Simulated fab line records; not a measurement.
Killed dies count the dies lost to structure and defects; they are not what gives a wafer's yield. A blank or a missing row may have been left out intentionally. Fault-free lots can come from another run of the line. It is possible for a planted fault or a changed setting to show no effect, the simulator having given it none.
A lot that was struck, set against a sound lot | flow sky130 | 43 steps out of a route of 708
Sound: these wafers, L563.1, L563.2, L563.6. The struck wafers were L570.1, L570.2, L570.4. The cause comes at the end.
For every step that has rows: the tool of each side, followed by ch and its chambers, followed by its first start. Under that, the readings that differ: sound wafers | struck wafers | difference of the means | sigmas: that difference in standard deviations of wafers without a fault.
alike: readings whose means differ by less than 2 such deviations, and words and numbers that are the same on both sides. not compared: withheld readings, readings that some wafer has no value for, bounds like >300 that may hide the same value, and numbers for which the record gives no deviation and whose values overlap.
The two part at a step that has a row with sigmas, a row that says differs or no value, or rows on one side only. When numbers do not overlap yet have no deviation, they are printed without sigmas and do not part them. Lack of a reading on every wafer of one side parts them only where that side has two or more wafers.

first, 7 steps without rows for these wafers: SKY_LDD_LDN_DEHYDRATE_00 (time 60 s); SKY_LDD_LDN_HMDS_01 (prime time 60 s); SKY_LDD_LDN_COAT_02 (resist thk 1140 nm); SKY_LDD_LDN_SOFTBAKE_03 (time 60 s); SKY_LDD_LDN_EXPOSE_04 (exposes mask LDNTM, target cd 700 nm); SKY_LDD_LDN_PEB_05; SKY_LDD_LDN_DEVELOP_06 (develop time 60 s).
SKY_LDD_LDN_OVL_MEAS_07:
  sound on overlay-02, day 23 00:26; struck on overlay-01, day 25 14:56
  alike: LDD_LDN_OVL
then, 4 steps without rows for these wafers: SKY_LDD_LDN_IMPLANT_08; SKY_LDD_LDN_IMPLANT_09; SKY_LDD_LDN_IMPLANT_10; SKY_LDD_LDN_IMPLANT_11.
SKY_LDD_LDN_STRIP_12: strips in O2/N2.
  sound on plasma asher-01 ch 0,1, day 23 01:04; struck on plasma asher-01 ch 0,1, day 25 15:34
  alike: drypump motor current A, oes product au, strip time to endpoint s
  not compared: rf hours counter h
SKY_LDD_LDN_TW_MEAS_13:
  sound on film metro-01, day 23 01:10; struck on film metro-04, day 25 15:40
  alike: LDD_LDN_TW
then, 2 steps without rows for these wafers: SKY_LDD_LDN_CLEAN_14 (cleans in SC1/SC2, time 150 s); SKY_SPACER_CVD_00 (deposits Si3N4 from DCS/NH3, target thk 43.1 nm, time 740 s).
SKY_SPACER_THK_MEAS_01:
  sound on film metro-02, day 23 03:15; struck on film metro-01, day 25 18:46
  alike: SPACER_CVD_00_THK
SKY_SPACER_ETCHBACK_02: etches Si3N4 in CH3F/O2, stops on SiO2, time 46.7 s, target depth 45 nm.
  sound on rie diel-03 ch 1,2,3, day 23 03:19; struck on rie diel-03 ch 0,1,3, day 25 18:49
  alike: drypump motor current A, oes product au, throttle valve pct
  not compared: rf hours counter h
then, 8 steps without rows for these wafers: SKY_POLY_CUT_DEHYDRATE_00 (time 60 s); SKY_POLY_CUT_HMDS_01 (prime time 60 s); SKY_POLY_CUT_COAT_02 (resist thk 60 nm); SKY_POLY_CUT_COAT_03 (resist thk 450 nm); SKY_POLY_CUT_SOFTBAKE_04 (time 90 s); SKY_POLY_CUT_EXPOSE_05 (exposes mask NPCM, target cd 270 nm); SKY_POLY_CUT_PEB_06; SKY_POLY_CUT_DEVELOP_07 (develop time 60 s).
SKY_POLY_CUT_CD_MEAS_08: the cd target is 270 nm.
  sound on cd sem-01, day 24 09:14; struck on cd sem-01, day 27 00:17
  reading    | sound             | struck            | difference | sigmas
  cd nm (nm) | 272.2 271.4 272.9 | 268.7 268.8 268.5 | -3.5       | -2
SKY_POLY_CUT_OVL_MEAS_09:
  sound on overlay-01, day 24 09:22; struck on overlay-01, day 27 00:25
  alike: POLY_CUT_OVL
SKY_POLY_CUT_ETCH_10: etches BARC in N2/H2, stops on SiO2, time 45.9 s, target depth 60 nm.
  sound on rie diel-02 ch 1,3, day 24 09:23; struck on rie diel-01 ch 0,1,2, day 27 00:26
  alike: drypump motor current A, oes product au, throttle valve pct
  not compared: rf hours counter h
SKY_POLY_CUT_ETCH_11: etches Si3N4 in CF4/CH2F2/Ar, stops on poly-Si, time 42.5 s, target depth 60 nm.
  sound on rie diel-02 ch 1,3, day 24 09:26; struck on rie diel-01 ch 0,1,2, day 27 00:29
  alike: drypump motor current A, oes product au, throttle valve pct
  not compared: rf hours counter h
SKY_POLY_CUT_STRIP_12: strips in O2/N2.
  sound on plasma asher-04 ch 0,1, day 24 09:29; struck on plasma asher-04 ch 0,1, day 27 00:32
  alike: drypump motor current A, oes product au, strip time to endpoint s
  not compared: rf hours counter h
then, 7 steps without rows for these wafers: SKY_SD_P_DEHYDRATE_00 (time 60 s); SKY_SD_P_HMDS_01 (prime time 60 s); SKY_SD_P_COAT_02 (resist thk 1140 nm); SKY_SD_P_SOFTBAKE_03 (time 60 s); SKY_SD_P_EXPOSE_04 (exposes mask PSDM, target cd 380 nm); SKY_SD_P_PEB_05; SKY_SD_P_DEVELOP_06 (develop time 60 s).
SKY_SD_P_CD_MEAS_07: the cd target is 380 nm.
  sound on cd sem-01, day 25 15:43; struck on cd sem-02, day 28 06:19
  alike: cd nm
SKY_SD_P_OVL_MEAS_08:
  sound on overlay-02, day 25 15:50; struck on overlay-01, day 28 06:26
  alike: SD_P_OVL
after that, 1 step had no rows for these wafers: SKY_SD_P_IMPLANT_09.
SKY_SD_P_STRIP_10: strips in O2/N2.
  sound on plasma asher-02 ch 0,1, day 25 16:01; struck on plasma asher-04 ch 0,1, day 28 06:37
  reading                      | sound             | struck            | difference | sigmas
  strip time to endpoint s (s) | 17.61 17.60 17.60 | 17.53 17.49 17.47 | -0.11      | -3
  alike: drypump motor current A, oes product au
  not compared: rf hours counter h
-- here the record skips 19 days between the struck wafers' starts before and after, leaving off in module SD_P and picking up in module PAD_OPEN (first step shown: number 708 of the route) --
SKY_PAD_OPEN_PROBE_99:
  sound on prober-02, day 45 21:22; struck on prober-01, day 47 16:03
  reading             | sound    | struck                                                                     | difference                   | sigmas
  hold                | - - -    | await dispo/3.4h/release await dispo/3.4h/release await dispo/3.4h/release | no value on the sound wafers |
  killed at front end | 16 8 15  | 59 79 80                                                                   | +60                          | +14
  killed at other     | 1 1 1    | 0 0 0                                                                      | -1                           | -2
  killed dies         | 99 75 69 | 130 157 137                                                                | +60                          | +6
  alike: killed_at_M0_to_M3, killed_at_M4_up, killed at contacts, killed open, killed short

== WHERE THEY PART ==
Last at SKY_PAD_OPEN_PROBE_99 as far as this record goes, first at SKY_POLY_CUT_CD_MEAS_08.

WHY: what had been put in by the simulator
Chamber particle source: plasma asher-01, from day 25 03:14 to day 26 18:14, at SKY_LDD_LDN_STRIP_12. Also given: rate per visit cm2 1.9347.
